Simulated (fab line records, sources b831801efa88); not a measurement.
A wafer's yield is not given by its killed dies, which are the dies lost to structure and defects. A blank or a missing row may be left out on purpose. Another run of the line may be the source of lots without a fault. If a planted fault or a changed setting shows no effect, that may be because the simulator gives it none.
A struck lot beside a sound one    flow sky130    16 steps out of a route of 708
Sound: these wafers, L724.1, L724.2, L724.6. Struck: wafers L734.3, L734.4, L734.5. The cause is given at the end.
At each step with rows: each side's tool, then ch and its chambers, then its first start. Under that, the readings that differ: sound wafers    struck wafers    difference of the means    sigmas: that difference in standard deviations of wafers without a fault.
alike: words and numbers the same on both sides, and readings whose means are apart by under 2 such deviations; not compared: readings that were withheld, readings missing a value for some wafer, numbers with overlapping values and no deviation given by the record, and bounds like >300 which may hide the same value.
The two part at a step that has a row with sigmas, a row that says differs or no value, or rows on one side only. When numbers do not overlap yet have no deviation, they are printed without sigmas and do not part them. A reading that every wafer of one side lacks parts them only if that side has two wafers or more.

first, 3 steps without rows for these wafers: SKY_SONOS_TUNNEL_EXPOSE_04 (exposes mask TUNM, target cd 410 nm); SKY_SONOS_TUNNEL_PEB_05; SKY_SONOS_TUNNEL_DEVELOP_06 (develop time 60 s).
SKY_SONOS_TUNNEL_CD_MEAS_07: target cd 410 nm.
  sound on cd_sem-01 at day 12 23:24; struck on cd_sem-02 at day 16 08:10
  alike: cd_nm
SKY_SONOS_TUNNEL_OVL_MEAS_08:
  sound on overlay-01 at day 12 23:31; struck on overlay-02 at day 16 08:16
reading                sound        struck          difference  sigmas
SONOS_TUNNEL_OVL (nm)  2.5 2.2 1.7  -0.5 -1.6 -1.4  -3.3        -3
then, 3 steps without rows for these wafers: SKY_SONOS_TUNNEL_IMPLANT_09; SKY_SONOS_TUNNEL_WET_ETCH_10 (etches SiO2 in dHF, target depth 14 nm, time 280 s); SKY_SONOS_TUNNEL_STRIP_11 (strips in SPM, time 600 s).
SKY_SONOS_TUNNEL_TW_MEAS_12:
  sound on film_metro-03 at day 12 23:58; struck on film_metro-03 at day 16 08:44
  alike: SONOS_TUNNEL_TW
then, 2 steps without rows for these wafers: SKY_SONOS_TUNNEL_CLEAN_13 (cleans in dHF, time 20 s); SKY_SONOS_ONO_OXIDATION_00 (stabilise 600 s, purge 300 s, target thk 2.6 nm).
SKY_SONOS_ONO_THK_MEAS_01:
  sound on film_metro-01 at day 13 01:23; struck on film_metro-02 at day 16 11:50
  alike: SONOS_ONO_OXIDATION_THK
SKY_SONOS_ONO_CVD_02: deposits Si3N4 from DCS/NH3, target thk 10.5 nm, time 180 s.
  sound on lpcvd-02 ch 0, day 13 01:50; struck on lpcvd-02 ch 1, day 16 11:52
reading                                      sound              struck             difference  sigmas
spike_tc_bottom_C (C)                        782.7 782.6 783.9  818.4 818.8 820.0  +36.0       +16
spike_tc_centre_C (C)                        771.0 768.0 771.6  798.0 799.9 801.6  +29.6       +23
spike_tc_lower_C (C)                         770.7 770.8 770.5  803.7 802.9 803.2  +32.6       +33
spike_tc_top_C (C)                           784.0 785.0 785.3  811.7 811.6 812.1  +27.0       +14
spike_tc_upper_C (C)                         766.7 768.8 767.1  800.9 802.4 803.4  +34.7       +19
susceptor_temp_C (C)                         770.3 770.5 770.4  801.1 801.3 801.1  +30.8       +93
zone_power_centre_pct (%)                    14.04 13.89 14.04  15.32 15.22 15.15  +1.24       +8
zone_power_upper_pct (%)                     11.1 11.3 11.3     15.1 15.3 15.2     +4.0        +3
model.Si3N4_of_SONOS_ONO_CVD_02.thk_nm (nm)  10.49 10.35 10.34  18.05 18.07 18.08  +7.67       
  alike: pressure_mtorr
SKY_SONOS_ONO_THK_MEAS_03:
  sound on film_metro-01 at day 13 02:53; struck on film_metro-01 at day 16 12:56
reading                    sound              struck             difference  sigmas
SONOS_ONO_CVD_02_THK (nm)  10.43 10.34 10.35  18.08 18.09 18.05  +7.70       +70
then, 1 step without rows for these wafers: SKY_SONOS_ONO_CVD_04 (deposits SiO2 from SiH4/N2O, target thk 5.7199 nm).
-- here the record skips 33 days between the struck wafers' starts before and after, leaving off in module SONOS_ONO and picking up in module PAD_OPEN (first step shown: number 708 of the route) --
SKY_PAD_OPEN_PROBE_99:
  rows exist in the record for the struck wafers here (prober-01, day 49 11:08), but not for the sound ones

== WHERE THEY PART ==
Earliest at SKY_SONOS_TUNNEL_OVL_MEAS_08; latest, in this record, at SKY_PAD_OPEN_PROBE_99.

WHY: what had been put in by the simulator
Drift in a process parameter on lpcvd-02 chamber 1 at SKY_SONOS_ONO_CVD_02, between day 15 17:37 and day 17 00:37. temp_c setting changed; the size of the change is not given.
